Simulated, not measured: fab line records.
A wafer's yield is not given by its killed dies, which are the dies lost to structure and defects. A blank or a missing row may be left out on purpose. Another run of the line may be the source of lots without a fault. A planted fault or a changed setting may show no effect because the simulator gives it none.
Which tool was responsible? | flow sky130 | Sampling: 14 lots, 42 wafers, 4 of 708 route steps

== WHAT THE GAUGES SHOWED, per wafer ==
SKY_VT_ADJUST_HVTR_CD_MEAS_07: target cd 380 nm. Usual: cd_nm 380.0 nm, standard deviation 2.5.
lot  | measured     | on        | cd_nm (nm)        | flag
L585 | day 9 09:53  | cd_sem-02 | 379.9 379.9 379.8 |
L587 | day 9 22:43  | cd_sem-01 | 379.5 379.9 382.7 |
L588 | day 10 13:51 | cd_sem-02 | 378.4 380.1 378.5 |
L589 | day 10 16:53 | cd_sem-01 | 379.7 376.6 375.8 |
L590 | day 10 19:04 | cd_sem-02 | 379.1 376.8 377.8 |
L591 | day 11 15:22 | cd_sem-02 | 382.5 381.4 383.9 |
L593 | day 11 18:40 | cd_sem-02 | 381.9 383.8 383.4 |
L598 | day 13 16:08 | cd_sem-02 | 377.3 378.5 380.1 |
L599 | day 13 16:43 | cd_sem-01 | 379.2 378.1 379.2 |
L602 | day 14 20:01 | cd_sem-02 | 380.3 380.5 380.5 |
L603 | day 15 01:29 | cd_sem-01 | 384.6 382.7 383.9 |
L604 | day 15 20:41 | cd_sem-02 | 384.0 382.4 381.6 |
L607 | day 16 01:46 | cd_sem-02 | 382.3 378.5 380.2 |
L608 | day 17 00:17 | cd_sem-02 | 380.4 379.4 380.9 |

SKY_RES_PROTECT_TW_MEAS_08. Usual: POLY_GATE_TW 4007, standard deviation 40.
lot  | measured     | on            | POLY_GATE_TW   | flag
L585 | day 15 07:20 | film_metro-01 | 3981 4005 4000 |
L587 | day 15 17:59 | film_metro-04 | 3996 3993 3994 |
L588 | day 16 04:57 | film_metro-04 | 3943 3977 3992 |
L589 | day 16 13:11 | film_metro-03 | 4042 4048 4023 |
L590 | day 16 14:48 | film_metro-04 | 3953 3943 3942 |
L591 | day 17 17:46 | film_metro-03 | 4018 4047 4030 |
L593 | day 17 19:21 | film_metro-03 | 4058 4033 4034 |
L598 | day 20 02:41 | film_metro-01 | 3979 3983 3994 |
L599 | day 20 05:04 | film_metro-01 | 3976 3986 3996 |
L602 | day 21 10:10 | film_metro-03 | 4031 4065 4073 |
L603 | day 21 16:33 | film_metro-01 | 3997 3991 3988 |
L604 | day 22 15:02 | film_metro-01 | 3998 3989 4013 |
L607 | day 22 22:03 | film_metro-04 | 3966 3947 3951 |
L608 | day 23 16:50 | film_metro-04 | 3972 3990 3971 |

SKY_POLY_GATE_THK_MEAS_21. Usual: POLY_GATE_OXIDATION_THK 4.00 nm, standard deviation 0.083.
lot  | measured     | on            | POLY_GATE_OXIDATION_THK (nm) | flag
L585 | day 16 19:34 | film_metro-02 | 4.08 4.04 4.10               |
L587 | day 17 03:53 | film_metro-03 | 4.00 3.98 4.01               |
L588 | day 17 14:20 | film_metro-04 | 4.02 3.99 3.91               |
L589 | day 17 23:32 | film_metro-03 | 4.10 4.06 4.02               |
L590 | day 18 02:11 | film_metro-02 | 3.84 3.85 3.82               |
L591 | day 19 02:44 | film_metro-02 | 4.05 4.09 4.03               |
L593 | day 19 05:31 | film_metro-02 | 4.03 4.03 4.08               |
L598 | day 21 12:57 | film_metro-04 | 4.05 4.00 4.02               |
L599 | day 21 15:00 | film_metro-04 | 4.02 3.96 4.03               |
L602 | day 22 20:23 | film_metro-04 | 4.13 3.99 3.99               |
L603 | day 23 03:13 | film_metro-02 | 4.05 3.96 4.02               |
L604 | day 24 01:13 | film_metro-03 | 3.87 3.85 3.91               |
L607 | day 24 07:21 | film_metro-04 | 3.94 3.96 3.92               |
L608 | day 25 09:41 | film_metro-02 | 3.95 3.93 3.93               |

== WHAT TOOL EACH LOT RAN ON (gives the tool, then ch and the chambers of the sampled wafers, and finally the start) ==
lot  | SKY_SONOS_ONO_WET_ETCH_18
L585 | wet_bench-01 ch 1, day 12 21:02
L587 | wet_bench-04 ch 0, day 13 07:02
L588 | wet_bench-02 ch 2, day 13 18:12
L589 | wet_bench-04 ch 2, day 13 23:30
L590 | wet_bench-04 ch 2, day 14 00:35
L591 | wet_bench-01 ch 3, day 15 03:07
L593 | wet_bench-01 ch 1, day 15 04:03
L598 | wet_bench-04 ch 1, day 17 07:45
L599 | wet_bench-04 ch 1, day 17 09:30
L602 | wet_bench-02 ch 3, day 18 12:56
L603 | wet_bench-01 ch 2, day 18 21:30
L604 | wet_bench-04 ch 1, day 19 20:56
L607 | wet_bench-01 ch 3, day 20 02:29
L608 | wet_bench-04 ch 3, day 20 23:24
- SKY_SONOS_ONO_WET_ETCH_18: etches Si3N4 in H3PO4, target depth 15 nm, time 172 s.

== AS READ BY THE TOOLS THEMSELVES (means over the sampled wafers that have a number; for cases with no such wafer, the mark the record gives instead) ==
SKY_SONOS_ONO_WET_ETCH_18. Usual: bath_guard_temp_C 159.7 C, standard deviation 0.56; bath_heat_duty_pct 27 %, standard deviation 3.1.
lot  | tool         | bath_guard_temp_C (C) | bath_heat_duty_pct (%) | flag
L585 | wet_bench-01 | 158.9                 | 22                     |
L587 | wet_bench-04 | 160.2                 | 24                     |
L588 | wet_bench-02 | 159.4                 | 27                     |
L589 | wet_bench-04 | 160.5                 | 27                     |
L590 | wet_bench-04 | 160.5                 | 27                     |
L591 | wet_bench-01 | 160.3                 | 28                     |
L593 | wet_bench-01 | 158.8                 | 23                     |
L598 | wet_bench-04 | -                     | -                      | OFF
L599 | wet_bench-04 | -                     | -                      | OFF
L602 | wet_bench-02 | 160.1                 | 30                     |
L603 | wet_bench-01 | 159.1                 | 35                     |
L604 | wet_bench-04 | 160.0                 | 26                     |
L607 | wet_bench-01 | 160.4                 | 28                     |
L608 | wet_bench-04 | 159.7                 | 31                     |

== THE ANSWER, worked out from the rows above alone ==
Rule: lot off if the mean of its wafers having a number is beyond 3 standard deviations from the usual mean. A lot without any number at a reading at which 4 lots or more have one is off too. All remaining lots with rows at the step are treated as sound. Order of review: gauges by route order, followed by the tools' own readings, for which a lot's mean as printed above is used. At the first step where some lot is off, the reading lying furthest off is the one used; lots without a number count as furthest.
Off: L598, L599 (SKY_SONOS_ONO_WET_ETCH_18, bath_guard_temp_C). Without a number there: L598, L599.
If a tool, at that step or one of the process steps before it, ran each lot that is off and ran no sound lot following the first of them, it fits. No candidate that was tried fits.

== WHAT WAS PUT IN BY THE SIMULATOR ==
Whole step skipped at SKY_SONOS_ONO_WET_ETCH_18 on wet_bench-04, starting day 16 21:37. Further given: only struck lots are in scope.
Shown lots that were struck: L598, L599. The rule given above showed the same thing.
